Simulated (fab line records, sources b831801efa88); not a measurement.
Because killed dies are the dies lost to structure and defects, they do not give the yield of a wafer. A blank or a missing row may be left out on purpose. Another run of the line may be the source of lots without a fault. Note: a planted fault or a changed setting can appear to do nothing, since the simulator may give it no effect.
Which tool is to blame? ; flow gf180mcu ; 24 lots with 72 wafers sampled at 4 steps, on a route of 602 steps

## WHAT EACH GAUGE READ, for each wafer
GF_M4_CD_MEAS_14: the cd target is 280 nm.
lot;measured;on;cd nm (nm)
L074;day 22 23:55;cd sem-01;280.9 281.6 280.8
L075;day 23 15:47;cd sem-02;280.6 280.2 281.1
L076;day 23 17:25;cd sem-01;279.8 280.6 280.9
L077;day 24 04:46;cd sem-02;278.7 279.6 279.0
L078;day 24 15:33;cd sem-01;281.5 281.3 280.1
L079;day 25 00:15;cd sem-01;279.2 278.2 277.9
L080;day 25 05:06;cd sem-02;280.6 279.7 279.8
L081;day 25 20:35;cd sem-02;280.3 280.1 280.5
L082;day 25 21:13;cd sem-02;277.4 277.1 276.6
L083;day 26 11:08;cd sem-01;282.2 282.7 283.4
L084;day 26 16:49;cd sem-01;279.0 279.2 279.6
L085;day 27 06:14;cd sem-02;281.2 280.8 280.9
L086;day 27 07:24;cd sem-01;279.8 277.9 278.6
L087;day 27 19:55;cd sem-02;280.1 279.7 281.0
L088;day 28 02:13;cd sem-01;278.3 279.0 277.8
L089;day 28 12:16;cd sem-02;281.3 280.1 280.4
L090;day 29 02:08;cd sem-01;279.1 278.7 278.7
L091;day 29 10:53;cd sem-02;282.2 281.2 281.6
L092;day 29 16:38;cd sem-01;280.6 282.2 280.9
L093;day 29 18:35;cd sem-02;280.8 280.4 280.8
L094;day 29 21:59;cd sem-01;281.3 281.3 280.4
L095;day 30 00:53;cd sem-01;280.7 281.4 282.1
L096;day 30 07:58;cd sem-02;278.8 277.8 278.4
L097;day 30 16:56;cd sem-01;279.8 280.6 279.4

GF_V4_RS_MEAS_24: a four-point-probe measurement.
lot;measured;on;V4_W_RS (ohm/sq)
L074;day 24 00:36;film metro-01;0.321 0.324 0.335
L075;day 24 15:43;film metro-03;0.331 0.325 0.335
L076;day 24 17:50;film metro-01;0.323 0.327 0.332
L077;day 25 05:29;film metro-04;0.337 0.328 0.334
L078;day 25 14:50;film metro-01;0.329 0.327 0.328
L079;day 26 01:19;film metro-04;0.324 0.331 0.318
L080;day 26 05:08;film metro-01;0.330 0.328 0.326
L081;day 26 20:03;film metro-03;0.329 0.326 0.327
L082;day 26 20:38;film metro-04;0.320 0.326 0.329
L083;day 27 10:29;film metro-01;0.318 0.331 0.323
L084;day 27 15:22;film metro-03;0.322 0.323 0.327
L085;day 28 04:14;film metro-03;0.329 0.331 0.335
L086;day 28 04:58;film metro-04;0.324 0.323 0.325
L087;day 28 17:22;film metro-01;0.318 0.325 0.326
L088;day 28 23:20;film metro-03;0.329 0.336 0.329
L089;day 29 10:19;film metro-03;0.325 0.329 0.327
L090;day 29 22:55;film metro-03;0.323 0.326 0.330
L091;day 30 08:03;film metro-01;0.325 0.327 0.328
L092;day 30 13:07;film metro-03;0.326 0.325 0.327
L093;day 30 15:40;film metro-03;0.332 0.333 0.330
L094;day 30 18:25;film metro-01;0.322 0.326 0.324
L095;day 30 21:20;film metro-04;0.328 0.331 0.327
L096;day 31 03:45;film metro-04;0.323 0.323 0.333
L097;day 31 12:52;film metro-03;0.326 0.328 0.329

GF_V4_THK_MEAS_25: measures by xrf.
lot;measured;on;V4_W_THK (nm)
L074;day 24 00:43;film metro-01;359 356 343
L075;day 24 15:50;film metro-03;354 359 350
L076;day 24 17:57;film metro-01;357 354 349
L077;day 25 05:36;film metro-04;344 353 346
L078;day 25 14:56;film metro-01;352 354 354
L079;day 26 01:25;film metro-04;358 350 361
L080;day 26 05:14;film metro-01;349 352 356
L081;day 26 20:10;film metro-03;353 355 353
L082;day 26 20:45;film metro-04;358 354 349
L083;day 27 10:36;film metro-01;365 352 361
L084;day 27 15:29;film metro-03;361 358 356
L085;day 28 04:22;film metro-03;352 352 345
L086;day 28 05:04;film metro-04;355 356 355
L087;day 28 17:29;film metro-01;365 360 359
L088;day 28 23:27;film metro-03;352 344 353
L089;day 29 10:26;film metro-03;359 354 358
L090;day 29 23:02;film metro-03;360 355 352
L091;day 30 08:10;film metro-01;350 347 347
L092;day 30 13:13;film metro-03;355 356 353
L093;day 30 15:46;film metro-03;347 346 351
L094;day 30 18:31;film metro-01;355 349 351
L095;day 30 21:27;film metro-04;349 347 351
L096;day 31 03:50;film metro-04;360 359 346
L097;day 31 12:59;film metro-03;357 354 352

## TOOL THAT RAN EACH LOT (tool first, then ch and the chambers of the sampled wafers, then the start)
lot;GF_V4_CVD_23
L074;cvd w-01 ch 0,1, day 24 00:28
L075;cvd w-01 ch 0,1, day 24 15:35
L076;cvd w-01 ch 0,1, day 24 17:43
L077;cvd w-02 ch 0,1, day 25 05:22
L078;cvd w-02 ch 0,1, day 25 14:43
L079;cvd w-01 ch 0,1, day 26 01:11
L080;cvd w-02 ch 0,1, day 26 05:01
L081;cvd w-02 ch 0,1, day 26 19:55
L082;cvd w-01 ch 0,1, day 26 20:31
L083;cvd w-01 ch 0,1, day 27 10:22
L084;cvd w-01 ch 0,1, day 27 15:16
L085;cvd w-02 ch 0,1, day 28 04:08
L086;cvd w-02 ch 0,1, day 28 04:51
L087;cvd w-01 ch 0,1, day 28 17:14
L088;cvd w-01 ch 0,1, day 28 23:13
L089;cvd w-02 ch 0,1, day 29 10:13
L090;cvd w-02 ch 0,1, day 29 22:47
L091;cvd w-02 ch 0,1, day 30 07:55
L092;cvd w-02 ch 0, day 30 12:59
L093;cvd w-02 ch 0,1, day 30 15:33
L094;cvd w-02 ch 1, day 30 18:17
L095;cvd w-02 ch 0,1, day 30 21:13
L096;cvd w-01 ch 0,1, day 31 03:37
L097;cvd w-02 ch 0,1, day 31 12:46
- GF_V4_CVD_23: deposits W, target thk 350 nm, time 104.9 s.

## WHAT THE TOOLS THEMSELVES READ (means of the sampled wafers that have a number; where no wafer has one, the mark that the record gives instead)
GF_V4_CVD_23.
lot;tool;heater power w (W)
L074;cvd w-01;876
L075;cvd w-01;826
L076;cvd w-01;835
L077;cvd w-02;776
L078;cvd w-02;759
L079;cvd w-01;843
L080;cvd w-02;773
L081;cvd w-02;759
L082;cvd w-01;845
L083;cvd w-01;885
L084;cvd w-01;874
L085;cvd w-02;770
L086;cvd w-02;776
L087;cvd w-01;843
L088;cvd w-01;890
L089;cvd w-02;774
L090;cvd w-02;764
L091;cvd w-02;769
L092;cvd w-02;779
L093;cvd w-02;765
L094;cvd w-02;757
L095;cvd w-02;768
L096;cvd w-01;885
L097;cvd w-02;773

## THE ANSWER, worked out from the rows above alone
Rule: what is usual is taken from the lots themselves. The widest of any qualifying gaps counts: lots, ordered by their means at a reading, are off when they make up no more than a third of the lots, leave a main group of 4 or more, and stand apart from it by 3 or more times the standard deviation of that group's means. A main group is skipped when, at the precision printed for the reading in the tables above, its means are all equal. Also off: a lot with no number at a reading for which 4 or more lots have one. Where the step has rows for the other lots, those lots are counted as sound. After the gauges, taken in route order, come the tools' own readings; for these a lot's mean is taken, as printed above. At the first step where some lot is off, the reading lying furthest off is the one used; lots without a number count as furthest.
Nothing can be told from this: no lot is off at any reading shown.

## WHAT THE SIMULATOR HAD PUT IN
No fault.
